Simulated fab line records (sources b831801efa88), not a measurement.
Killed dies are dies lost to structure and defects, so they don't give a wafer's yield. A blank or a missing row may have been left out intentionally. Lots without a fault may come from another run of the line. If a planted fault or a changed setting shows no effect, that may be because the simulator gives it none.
Struck lot and sound lot, side by side    flow sky130    41 steps out of a route of 708
Sound: the wafers L319.1, L319.3, L319.4. The struck wafers were L336.1, L336.4, L336.6. Last of all comes the cause.
Order at every step that has rows: each side's tool, ch and its chambers, its first start. Under that, the readings that differ: sound wafers    struck wafers    difference of the means    sigmas: that difference in standard deviations of wafers without a fault.
alike: words and numbers the same on both sides, and readings whose means are apart by under 2 such deviations; not compared: readings that were withheld, readings missing a value for some wafer, numbers with overlapping values and no deviation given by the record, and bounds like >300 which may hide the same value.
A row with sigmas, a row that says differs or no value, or rows on one side alone: a step with any of these is where the two part. When numbers do not overlap yet have no deviation, they are printed without sigmas and do not part them. Lack of a reading on every wafer of one side parts them only where that side has two or more wafers.

first, 1 step without rows for these wafers: SKY_METAL1_DEVELOP_14 (develop time 60 s).
SKY_METAL1_CD_MEAS_15: target cd 140 nm.
  sound on cd-sem-01 at day 32 19:16; struck on cd-sem-02 at day 38 08:37
reading     sound              struck             difference  sigmas
cd-nm (nm)  138.2 138.8 138.1  142.0 142.0 143.1  +4.0        +2
SKY_METAL1_OVL_MEAS_16:
  sound on overlay-01 at day 32 19:23; struck on overlay-02 at day 38 08:44
  alike: METAL1_OVL
then, 2 steps without rows for these wafers: SKY_METAL1_DESCUM_17 (chemistry O2, time 8 s); SKY_METAL1_ETCH_18 (etches BARC in N2/H2, stops on SiO2, time 45.9 s, target depth 60 nm).
SKY_METAL1_METAL_ETCH_19: etches the open film in Cl2/BCl3, stops on SiO2, target depth 360 nm, time 78 s.
  sound on rie-metal-02 ch 0,1, day 32 19:31; struck on rie-metal-02 ch 1, day 38 08:52
  alike: bias-w, drypump-motor-current-A, oes-product-au, throttle-valve-pct
  not compared: rf-hours-counter-h
SKY_METAL1_STRIP_20: strips in O2/N2.
  sound on plasma-asher-02 ch 0,1, day 32 19:37; struck on plasma-asher-02 ch 0,1, day 38 08:57
  alike: drypump-motor-current-A, oes-product-au, strip-time-to-endpoint-s
  not compared: rf-hours-counter-h
then, 4 steps without rows for these wafers: SKY_METAL1_STRIP_21 (strips in post etch residue remover, time 1200 s); SKY_METAL1_CLEAN_22 (cleans in IPA, time 180 s); SKY_METAL1_CLEAN_23 (cleans in O3/DIW); SKY_VIA1_HDPCVD_00 (deposits SiO2, target thk 1030 nm, time 171.7 s).
SKY_VIA1_THK_MEAS_01:
  sound on film-metro-02 at day 32 20:19; struck on film-metro-04 at day 38 09:39
  alike: VIA1_HDPCVD_THK
SKY_VIA1_CMP_02: polishes SiO2.
  sound on cmp-01 ch 1,2,3, day 32 20:23; struck on cmp-02 ch 0,2, day 38 09:43
reading                                   sound              struck           difference  sigmas
model.SiO2_of_VIA1_HDPCVD_00.thk-nm (nm)  346.4 346.5 346.6  380.1 381 380.7  +34.1       
  alike: motor-current-A, slurry-filter-dp-kPa
SKY_VIA1_BOW_MEAS_03:
  sound on film-metro-02 at day 32 20:41; struck on film-metro-02 at day 38 10:01
  alike: VIA1_BOW
then, 8 steps without rows for these wafers: SKY_VIA1_DEHYDRATE_04 (time 60 s); SKY_VIA1_HMDS_05 (prime time 60 s); SKY_VIA1_COAT_06 (resist thk 60 nm); SKY_VIA1_COAT_07 (resist thk 450 nm); SKY_VIA1_SOFTBAKE_08 (time 90 s); SKY_VIA1_EXPOSE_09 (exposes mask VIM, target cd 150 nm); SKY_VIA1_PEB_10; SKY_VIA1_DEVELOP_11 (develop time 60 s).
SKY_VIA1_CD_MEAS_12: target cd 150 nm.
  sound on cd-sem-02 at day 33 23:50; struck on cd-sem-02 at day 39 10:49
  alike: cd-nm
SKY_VIA1_OVL_MEAS_13:
  sound on overlay-02 at day 33 23:58; struck on overlay-02 at day 39 10:56
  alike: VIA1_OVL
SKY_VIA1_ETCH_14: etches BARC in N2/H2, stops on SiO2, time 45.9 s, target depth 60 nm.
  sound on rie-diel-02 ch 0,1,2, day 34 00:00; struck on rie-diel-03 ch 1,2,3, day 39 10:59
  alike: bias-w, drypump-motor-current-A, oes-product-au, throttle-valve-pct
  not compared: rf-hours-counter-h
then, 7 steps without rows for these wafers: SKY_VIA1_ETCH_15 (etches SiO2 in C4F8/O2/Ar, stops on TiN, target depth 351 nm, time 54 s); SKY_VIA1_STRIP_16 (strips in O2/N2); SKY_VIA1_STRIP_17 (strips in post etch residue remover, time 1200 s); SKY_VIA1_CLEAN_18 (cleans in IPA, time 180 s); SKY_VIA1_CLEAN_19 (cleans in O3/DIW); SKY_VIA1_SPUTTER_20 (material TiN, target thk 20 nm, time 80 s); SKY_VIA1_CVD_21 (deposits W, target thk 270 nm, time 80.902 s).
SKY_VIA1_CMP_24: polishes, stops on SiO2, t overpolish 15 s, target thk 0 nm.
  sound on cmp-01 ch 0,1,2, day 34 01:03; struck on cmp-02 ch 2,3, day 39 12:17
reading                                   sound              struck           difference  sigmas
model.SiO2_of_VIA1_HDPCVD_00.thk-nm (nm)  343.2 343.3 343.5  377 377.8 377.6  +34         
  alike: motor-current-A, slurry-filter-dp-kPa
SKY_METAL2_SPUTTER_00: material Ti, target thk 15 nm, time 10 s.
  sound on pvd-sputter-04 at day 34 01:21; struck on pvd-sputter-02 at day 39 12:35
  alike: throttle-valve-pct
then, 3 steps without rows for these wafers: SKY_METAL2_SPUTTER_01 (material TiN, target thk 20 nm, time 16.7 s); SKY_METAL2_SPUTTER_02 (material AlCu, target thk 250 nm, time 13.3 s); SKY_METAL2_SPUTTER_03 (material Ti, target thk 5 nm, time 3.3 s).
SKY_METAL2_SPUTTER_04: material TiN, target thk 70 nm, time 58.3 s.
  sound on pvd-sputter-04 at day 34 01:26; struck on pvd-sputter-02 at day 39 12:42
  alike: throttle-valve-pct
SKY_METAL2_RS_MEAS_05: uses a four-point probe to measure.
  sound on film-metro-01 at day 34 01:29; struck on film-metro-01 at day 39 12:49
  alike: METAL2_ALCU_RS
SKY_METAL2_THK_MEAS_06: measures by xrf.
  sound on film-metro-01 at day 34 01:37; struck on film-metro-01 at day 39 12:53
  alike: METAL2_ALCU_THK
-- the record jumps here: 10 days lie between the struck wafers' starts before and after (it left off in module METAL2 and takes up again in module PAD_OPEN, whose first step shown is number 708 of the route) --
SKY_PAD_OPEN_PROBE_99:
  sound on prober-01 at day 45 20:16; struck on prober-01 at day 50 00:53
reading                   sound           struck       difference  sigmas
defect-limited-yield (%)  85.0 80.3 84.6  3.5 0 73.6   -57.6       -30
killed_at_M0_to_M3        26 51 44        438 455 97   +290        +38
killed-dies               74 97 76        475 492 130  +283        +30
killed-on-rim             18 17 15        86 96 14     +49         +12
  alike: killed_at_M4_up, killed-at-contacts, killed-at-front-end, killed-at-other, killed-open, killed-short

## WHERE THEY PART
Earliest at SKY_METAL1_CD_MEAS_15; latest, in this record, at SKY_PAD_OPEN_PROBE_99.

WHY: what had been put in by the simulator
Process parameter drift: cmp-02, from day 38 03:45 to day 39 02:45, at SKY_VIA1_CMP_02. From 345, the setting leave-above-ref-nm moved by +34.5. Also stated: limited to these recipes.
